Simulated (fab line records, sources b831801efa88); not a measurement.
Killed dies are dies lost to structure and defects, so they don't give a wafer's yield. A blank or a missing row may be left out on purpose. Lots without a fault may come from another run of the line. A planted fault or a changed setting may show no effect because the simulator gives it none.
fab line records | flow sky130
record lots=9 wafers=27 last_day=50
route steps=708 shown METAL2@483 CAPM@539 METAL3@569 PAD_OPEN@708
lots that met no fault: from a run of the same line without faults
start_h: hours from the record's first day to the start of the lot's first wafer shown | wait_h: hours since the lot's step before | " the same as in the row above | L1.1+2: a row that stands for several wafers | - no value, or no start given | * or withheld: withheld | < > ~ a bound
route shown NAME@n: a module of which the file shows steps, and the number in the route of the first | usual: mean/standard deviation of fault-free wafers | same: alike in all rows | chamber/n: place in a boat | sites: the reading at each site | _std_site: their standard deviation | _edge_site: outer sites' mean less inner sites' | radius_mm: how far each site lies from the wafer's centre | mask NAME#n: copy n | behind: the tool/chamber that last shaped the wafer | hold: why the lot was held/for how many hours/how that ended | device: the transistor (n, p or np) that didn't switch | end of line: the same wafers' tests at the end of the route | a step without rows: its recipe alone | killed: dies lost to structure and defects at the first sort, not the wafer's yield | map: a wafer's dies, x killed, . not, _ none there
set.NAME: the setting as run; set.NAME@STEP: as run at that earlier step | model.NAME: the simulator's own value behind a step, which no gauge read
steps of the route over a sample of lots; a table a step, a row a wafer
services: from which hour (start_h, from the record's first day; less than 0 if before it) a tool's chamber was out of use, for how many hours, and why
## steps
# step SKY_METAL2_SPUTTER_00
# recipe material=Ti target_thk_nm=15 power_w=3000 time_s=10 chamber_pressure_pa=0.4
# usual cathode_dc_power_W=3000.0/0.48 throttle_valve_pct=30.2/1.2
# columns lot.wafer tool chamber start_h wait_h cathode_dc_power_W throttle_valve_pct
L493.1 pvd_sputter-04 - 768.46 0.1 3001.3 30.9
L493.4 " - " " 3000.3 29.2
L493.6 " - " " 3000.0 31.1
L494.2 pvd_sputter-01 - 793.58 0.1 3000.1 30.1
L494.3 " - " " 3000.9 32.9
L494.4 " - " " 2999.7 28.6
L498.1 pvd_sputter-03 - 837.79 0.1 3000.6 30.6
L498.5 " - " " 2999.8 30.5
L498.6 " - " " 2999.8 28.9
L499.1 pvd_sputter-03 - 844.48 0.2 3000.8 31.1
L499.3 " - " " 2999.7 30.9
L499.4 " - " " 3000.6 29.7
L506.2 pvd_sputter-01 - 930.42 0.1 3000.8 28.7
L506.3 " - " " 2998.6 30.3
L506.6 " - " " 2999.4 28.7
L508.3 pvd_sputter-01 - 933.08 0.2 3000.0 29.8
L508.4 " - " " 3000.0 30.1
L508.6 " - " " 3000.1 30.0
L512.1 pvd_sputter-01 - 939.97 0.1 3000.9 29.6
L512.3 " - " " 3000.2 33.0
L512.6 " - " " 3000.0 29.9
L513.1 pvd_sputter-04 - 954.59 0.1 2999.8 29.0
L513.4 " - " " 2999.8 31.2
L513.6 " - " " 2999.8 29.9
L515.1 pvd_sputter-01 - 975.62 0.2 2999.5 30.4
L515.5 " - " " 2999.9 30.2
L515.6 " - " " 3000.1 28.7
# step SKY_METAL2_SPUTTER_04
# recipe material=TiN target_thk_nm=70 power_w=6500 time_s=58.3 chamber_pressure_pa=0.4
# usual cathode_dc_power_W=6500.0/1.2 throttle_valve_pct=30.1/1.2
# columns lot.wafer tool chamber start_h wait_h cathode_dc_power_W throttle_valve_pct
L493.1 pvd_sputter-04 - 768.55 0.0 6499.7 31.1
L493.4 " - " " 6500.4 29.0
L493.6 " - " " 6499.6 31.0
L494.2 pvd_sputter-01 - 793.67 0.0 6499.9 30.1
L494.3 " - " " 6499.5 32.9
L494.4 " - " " 6500.5 28.6
L498.1 pvd_sputter-03 - 837.88 0.0 6499.7 30.7
L498.5 " - " " 6501.1 30.9
L498.6 " - " " 6498.7 29.2
L499.1 pvd_sputter-03 - 844.57 0.0 6502.7 31.2
L499.3 " - " " 6499.8 30.8
L499.4 " - " " 6500.1 29.7
L506.2 pvd_sputter-01 - 930.51 0.0 6500.1 28.5
L506.3 " - " " 6500.5 30.2
L506.6 " - " " 6499.8 28.5
L508.3 pvd_sputter-01 - 933.17 0.0 6501.9 29.6
L508.4 " - " " 6497.8 30.2
L508.6 " - " " 6502.4 30.1
L512.1 pvd_sputter-01 - 940.06 0.0 6500.5 29.6
L512.3 " - " " 6500.0 32.7
L512.6 " - " " 6498.1 29.8
L513.1 pvd_sputter-04 - 954.68 0.0 6502.7 29.4
L513.4 " - " " 6502.4 30.9
L513.6 " - " " 6499.7 30.0
L515.1 pvd_sputter-01 - 975.71 0.0 6499.7 30.1
L515.5 " - " " 6500.0 30.3
L515.6 " - " " 6498.4 28.5
# step SKY_CAPM_SPUTTER_02
# recipe material=TiN target_thk_nm=200 temp_c=300 power_w=6500 time_s=166.7 chamber_pressure_pa=0.4
# usual cathode_dc_power_W=6500.0/1.1 throttle_valve_pct=30.0/0.9
# columns lot.wafer tool chamber start_h wait_h cathode_dc_power_W throttle_valve_pct
L493.1 pvd_sputter-03 - 817.71 0.1 6500.9 30.6
L493.4 " - " " 6499.6 29.2
L493.6 " - " " 6497.3 30.9
L494.2 pvd_sputter-02 - 846.57 0.0 6501.3 31.8
L494.3 " - " " 6498.8 28.6
L494.4 " - " " 6499.6 29.5
L498.1 pvd_sputter-03 - 892.68 0.1 6497.5 29.1
L498.5 " - " " 6499.4 29.7
L498.6 " - " " 6500.1 30.9
L499.1 pvd_sputter-04 - 897.77 0.1 6500.3 30.0
L499.3 " - " " 6499.7 29.1
L499.4 " - " " 6497.8 31.0
L506.2 pvd_sputter-03 - 983.22 0.0 9224.2 29.6
L506.3 " - " " 6501.2 28.9
L506.6 " - " " 6500.4 29.2
L508.3 pvd_sputter-03 - 985.37 0.0 6499.6 30.6
L508.4 " - " " 9224.1 29.5
L508.6 " - " " 6500.8 30.9
L512.1 pvd_sputter-02 - 991.41 0.1 6497.1 28.3
L512.3 " - " " 6500.9 29.3
L512.6 " - " " 6501.2 30.4
L513.1 pvd_sputter-04 - 1006.07 0.1 6498.3 29.1
L513.4 " - " " 6498.8 29.9
L513.6 " - " " 6502.1 29.7
L515.1 pvd_sputter-02 - 1025.95 0.1 6499.8 29.9
L515.5 " - " " 6499.4 30.3
L515.6 " - " " 6501.3 29.5
# step SKY_CAPM_RS_MEAS_03
# recipe thk_meas_gauge=four-point-probe reads=TiN_of_CAPM_SPUTTER_02
# usual CAPM_TIN_RS=6.91/0.076
# columns lot.wafer tool chamber start_h wait_h CAPM_TIN_RS[ohm/sq]
L493.1 film_metro-03 - 817.82 0.1 6.96
L493.4 " - " " 6.92
L493.6 " - " " 6.97
L494.2 film_metro-03 - 846.70 0.1 6.80
L494.3 " - " " 6.79
L494.4 " - " " 6.80
L498.1 film_metro-02 - 892.79 0.1 6.90
L498.5 " - " " 6.94
L498.6 " - " " 6.90
L499.1 film_metro-03 - 897.87 0.1 6.91
L499.3 " - " " 6.89
L499.4 " - " " 6.94
L506.2 film_metro-03 - 983.35 0.1 4.83
L506.3 " - " " 6.82
L506.6 " - " " 6.89
L508.3 film_metro-01 - 985.52 0.1 6.87
L508.4 " - " " 4.85
L508.6 " - " " 6.89
L512.1 film_metro-02 - 991.55 0.1 7.04
L512.3 " - " " 7.00
L512.6 " - " " 7.03
L513.1 film_metro-03 - 1006.18 0.1 6.89
L513.4 " - " " 6.91
L513.6 " - " " 6.94
L515.1 film_metro-03 - 1026.06 0.1 6.90
L515.5 " - " " 6.91
L515.6 " - " " 6.93
# step SKY_CAPM_THK_MEAS_04
# recipe thk_meas_gauge=xrf reads=TiN_of_CAPM_SPUTTER_02
# usual CAPM_TIN_THK=199.9/2.3
# columns lot.wafer tool chamber start_h wait_h CAPM_TIN_THK[nm]
L493.1 film_metro-03 - 817.94 0.1 200.1
L493.4 " - " " 200.1
L493.6 " - " " 199.7
L494.2 film_metro-03 - 846.81 0.1 203.2
L494.3 " - " " 204.6
L494.4 " - " " 203.9
L498.1 film_metro-02 - 892.91 0.1 200.1
L498.5 " - " " 198.5
L498.6 " - " " 200.5
L499.1 film_metro-03 - 897.99 0.1 200.5
L499.3 " - " " 201.2
L499.4 " - " " 198.7
L506.2 film_metro-03 - 983.46 0.1 284.9
L506.3 " - " " 202.9
L506.6 " - " " 201.4
L508.3 film_metro-01 - 985.62 0.1 202.7
L508.4 " - " " 283.8
L508.6 " - " " 200.8
L512.1 film_metro-02 - 991.67 0.1 196.2
L512.3 " - " " 197.6
L512.6 " - " " 196.3
L513.1 film_metro-03 - 1006.30 0.1 201.3
L513.4 " - " " 200.2
L513.6 " - " " 198.7
L515.1 film_metro-03 - 1026.18 0.1 199.7
L515.5 " - " " 200.3
L515.6 " - " " 199.0
# step SKY_CAPM_METAL_ETCH_13
# recipe target_depth_nm=220 stop_on=SiO2 chemistry=Cl2/BCl3 target=TiN pressure_mtorr=10 icp_w=900 bias_w=48.5 Cl2_flow_sccm=60 bcl3_flow_sccm=30 time_s=62.9
# usual drypump_motor_current_A=5.6/0.48 oes_product_au=0.941/0.0074 throttle_valve_pct=21.902/0.0091
# columns lot.wafer tool chamber start_h wait_h drypump_motor_current_A oes_product_au rf_hours_counter_h throttle_valve_pct
L493.1 rie_metal-01 0 843.35 0.0 6.3 0.942 2 21.897
L493.4 " 0 " " 6.4 0.950 - 21.901
L493.6 " 1 " " 5.2 0.932 - 21.917
L494.2 rie_metal-03 0 871.44 0.0 6.0 0.948 6 21.895
L494.3 " 0 " " 6.0 0.958 - 21.917
L494.4 " 1 " " 5.2 0.955 - 21.896
L498.1 rie_metal-01 1 918.35 0.0 5.2 0.944 8 21.904
L498.5 " 1 " " 5.2 0.944 - 21.897
L498.6 " 0 " " 6.3 0.932 - 21.906
L499.1 rie_metal-03 1 922.96 0.0 5.1 0.934 4 21.901
L499.3 " 0 " " 6.0 0.949 - 21.895
L499.4 " 1 " " 5.2 0.933 - 21.918
L506.2 rie_metal-03 1 1007.31 0.0 5.2 0.997 8 21.875
L506.3 " 0 " " 6.0 0.951 - 21.895
L506.6 " 1 " " 5.2 0.946 - 21.903
L508.3 rie_metal-02 1 1008.23 0.0 5.1 0.950 - 21.899
L508.4 " 0 " " 5.7 0.984 - 21.864
L508.6 " 1 " " 5.1 0.946 - 21.911
L512.1 rie_metal-03 0 1014.85 0.0 6.0 0.935 11 21.917
L512.3 " 1 " " 5.2 0.930 - 21.917
L512.6 " 0 " " 6.0 0.931 - 21.908
L513.1 rie_metal-01 1 1029.46 0.0 5.2 0.942 14 21.900
L513.4 " 1 " " 5.2 0.938 - 21.897
L513.6 " 1 " " 5.2 0.943 - 21.916
L515.1 rie_metal-03 1 1048.31 0.0 5.2 0.943 10 21.901
L515.5 " 0 " " 6.1 0.943 - 21.890
L515.6 " 1 " " 5.2 0.943 - 21.908
# step SKY_METAL3_STRIP_19
# recipe chemistry=O2/N2 power_w=1400 pressure_mtorr=1500 platen_temp_c=withheld o2_flow_sccm=3000 n2_flow_sccm=300 overash_fraction=0.5
# usual drypump_motor_current_A=5.8/0.37 oes_product_au=0.502/0.005 strip_time_to_endpoint_s=6.55/0.059
# columns lot.wafer tool chamber start_h wait_h drypump_motor_current_A oes_product_au rf_hours_counter_h strip_time_to_endpoint_s
L493.1 plasma_asher-03 1 870.09 0.1 5.3 0.495 72 6.51
L493.4 " 1 " " 5.3 0.500 - 6.44
L493.6 " 0 " " 5.7 0.509 - 6.55
L494.2 plasma_asher-03 1 896.84 0.1 5.3 0.496 75 6.48
L494.3 " 1 " " 5.3 0.497 - 6.44
L494.4 " 0 " " 5.8 0.506 - 6.47
L498.1 plasma_asher-01 1 944.25 0.1 5.9 0.496 20 6.47
L498.5 " 0 " " 5.4 0.495 - 6.57
L498.6 " 1 " " 5.9 0.498 - 6.48
L499.1 plasma_asher-01 0 949.49 0.1 5.4 0.506 21 6.63
L499.3 " 0 " " 5.4 0.494 - 6.57
L499.4 " 1 " " 5.9 0.490 - 6.60
L506.3 plasma_asher-03 0 1031.97 0.1 5.7 0.501 - 6.51
L506.6 " 1 " " 5.3 0.494 - 6.55
L508.3 plasma_asher-03 0 1033.17 0.1 5.8 0.498 - 6.50
L508.6 " 0 " " 5.8 0.497 - 6.52
L512.1 plasma_asher-01 0 1039.14 0.1 5.4 0.508 30 6.51
L512.3 " 1 " " 6.0 0.499 - 6.49
L512.6 " 0 " " 5.4 0.506 - 6.45
L513.1 plasma_asher-02 1 1052.78 0.1 6.3 0.504 122 6.66
L513.4 " 1 " " 6.3 0.508 - 6.68
L513.6 " 0 " " 6.4 0.510 - 6.66
L515.1 plasma_asher-03 0 1071.69 0.1 5.7 0.499 92 6.50
L515.5 " 1 " " 5.3 0.503 - 6.50
L515.6 " 0 " " 5.7 0.493 - 6.54
# step SKY_PAD_OPEN_PROBE_99
# usual defect_limited_yield=82.5/1.8 killed_at_M0_to_M3=43/6.6 killed_at_M4_up=3.2/1.8 killed_at_contacts=24/5 killed_at_front_end=15/4.5 killed_at_other=0.2/0.46 killed_dies=86/8.8 killed_on_rim=16/3.4 killed_open=48/6.6 killed_short=38/6.1 sort_bin_3_pad_short=0.8/0.42 sort_bin_5_function=10.4/1.4 sort_bin_6_memory=6.3/1 sort_n_pass=406/8.8 sort_yield_pct=82.5/1.8
# same gross_dies=492 killed_at_back_side=0 sort_bin_4_leakage[%]=0 sort_bin_8_speed[%]=0
# columns lot.wafer tool chamber start_h wait_h defect_limited_yield[%] killed_at_M0_to_M3 killed_at_M4_up killed_at_contacts killed_at_front_end killed_at_other killed_dies killed_on_rim killed_open killed_short sort_bin_3_pad_short[%] sort_bin_5_function[%] sort_bin_6_memory[%] sort_n_pass sort_yield_pct[%]
L506.2 prober-01 - 1178.53 0.1 0 53 4 17 14 404 492 96 42 47 82.9 10.2 6.9 0 0
L506.3 prober-01 - 1178.58 0.2 80.3 45 5 31 16 0 97 17 62 35 1.0 10.4 8.3 395 80.3
L506.6 prober-01 - 1178.73 0.2 80.5 48 3 30 14 1 96 19 56 40 1.2 10.4 7.9 396 80.5
L508.3 prober-01 - 1181.68 0.2 86.2 28 3 22 15 0 68 19 29 39 1.4 8.3 4.1 424 86.2
L508.4 prober-01 - 1181.73 0.2 0 35 0 36 25 396 492 96 53 43 81.1 12.2 6.7 0 0
L508.6 prober-01 - 1181.83 0.2 87.6 31 5 16 9 0 61 10 33 28 1.4 6.7 4.3 431 87.6
# killed by level:class
L506.2 CAPM:area_etch=403 VIA1:geometric_particle:open=9 METAL2:geometric_particle:short=8 VIA3:geometric_particle:open=8 VIA1:geometric_particle:short=7 CONTACT:geometric_particle:open=6 CONTACT:geometric_particle:short=6 VIA2:geometric_particle:open=5
L506.3 CONTACT:geometric_particle:open=13 VIA1:geometric_particle:open=12 LI_CONTACT:geometric_particle:open=9 METAL2:geometric_particle:short=6 VIA2:geometric_particle:open=6 FIELD_ISO:geometric_particle:short=5 VIA3:geometric_particle:open=5 CONTACT:geometric_particle:short=4
L506.6 CONTACT:geometric_particle:open=12 LI_CONTACT:geometric_particle:open=11 METAL2:geometric_particle:short=9 VIA1:geometric_particle:open=9 VIA2:geometric_particle:open=8 METAL1:geometric_particle:short=5 VIA2:geometric_particle:short=5 FIELD_ISO:geometric_particle:short=4
L508.3 CONTACT:geometric_particle:open=8 CONTACT:geometric_particle:short=6 METAL2:geometric_particle:short=6 FIELD_ISO:geometric_particle:short=4 VIA1:geometric_particle:open=4 POLY_GATE:geometric_particle:short=4 LI_CONTACT:geometric_particle:open=4 VIA3:geometric_particle:open=4
L508.4 CAPM:area_etch=396 CONTACT:geometric_particle:open=14 FIELD_ISO:geometric_particle:short=9 VIA3:geometric_particle:open=9 LI_CONTACT:geometric_particle:open=8 VIA1:geometric_particle:open=8 CONTACT:geometric_particle:short=6 METAL1:geometric_particle:short=6
L508.6 CONTACT:geometric_particle:open=9 VIA2:geometric_particle:open=6 METAL2:geometric_particle:short=5 VIA3:geometric_particle:open=4 METAL4:geometric_particle:short=4 LI_CONTACT:geometric_particle:open=3 METAL1:geometric_particle:short=3 VIA1:geometric_particle:short=3
## services
# columns tool chamber start_h hours kind
pvd_sputter-04 - 758.12 4.4 repair
pvd_sputter-04 - 762.76 1.7 repair
pvd_sputter-02 - 798.59 4.2 repair
pvd_sputter-01 - 808.68 3.4 repair
pvd_sputter-01 - 828.97 0.7 repair
plasma_asher-01 - 874.03 6.4 pm
plasma_asher-03 - 886.89 0.4 repair
rie_metal-03 - 893.75 14.6 pm
pvd_sputter-04 - 945.82 4.4 repair
plasma_asher-03 - 955.51 2.8 repair
rie_metal-03 - 957.29 10.0 pm
pvd_sputter-04 - 962.53 1.0 repair
pvd_sputter-02 - 974.43 3.5 repair
pvd_sputter-03 - 977.65 3.0 repair
pvd_sputter-02 - 980.73 1.7 repair
pvd_sputter-04 - 1006.43 4.6 repair
plasma_asher-03 - 1011.45 2.4 repair
pvd_sputter-02 - 1018.61 3.8 repair
plasma_asher-01 - 1022.95 4.7 repair
plasma_asher-03 - 1023.21 4.3 pm
rie_metal-03 - 1042.06 2.8 pm
plasma_asher-01 - 1047.35 2.8 pm
pvd_sputter-04 - 1058.58 2.6 repair
pvd_sputter-04 - 1064.15 0.6 repair
## key
first_sign step=SKY_CAPM_SPUTTER_02 reading=cathode_dc_power_W direction=up sigmas=99+ usual=6500.0 struck=9224.2
effect step=SKY_CAPM_RS_MEAS_03 reading=CAPM_TIN_RS direction=down sigmas=27 usual=6.91 struck=4.84
effect step=SKY_CAPM_THK_MEAS_04 reading=CAPM_TIN_THK direction=up sigmas=37 usual=199.9 struck=284.4
effect step=SKY_CAPM_METAL_ETCH_13 reading=oes_product_au direction=up sigmas=6.6 usual=0.941 struck=0.991
effect step=SKY_PAD_OPEN_PROBE_99 reading=killed_at_other direction=up sigmas=99+ usual=0.2 struck=400
more_kills_born_at SKY_CAPM_METAL_ETCH_13@rie_metal-03=403 SKY_CAPM_METAL_ETCH_13@rie_metal-02=396
met_at SKY_CAPM_SPUTTER_02
struck_lots L506,L508
struck_wafers L506.2,L508.4
later_rows_left_out L506.2,L508.4
not_acting_at SKY_METAL2_SPUTTER_00,SKY_METAL2_SPUTTER_04,SKY_METAL3_STRIP_19
onset_between 892.68 983.22
fault kind=process_parameter_drift tool=pvd_sputter-03 chamber=- onset_h=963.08 steps=SKY_CAPM_SPUTTER_02 channel=power_w offset=* shape=step end_h=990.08 acts_in=* stated=* scope=struck_wafers_only
# later_rows_left_out: the simulator's readings of these wafers behind a module that went badly wrong aren't trusted and aren't shown, but for the sort
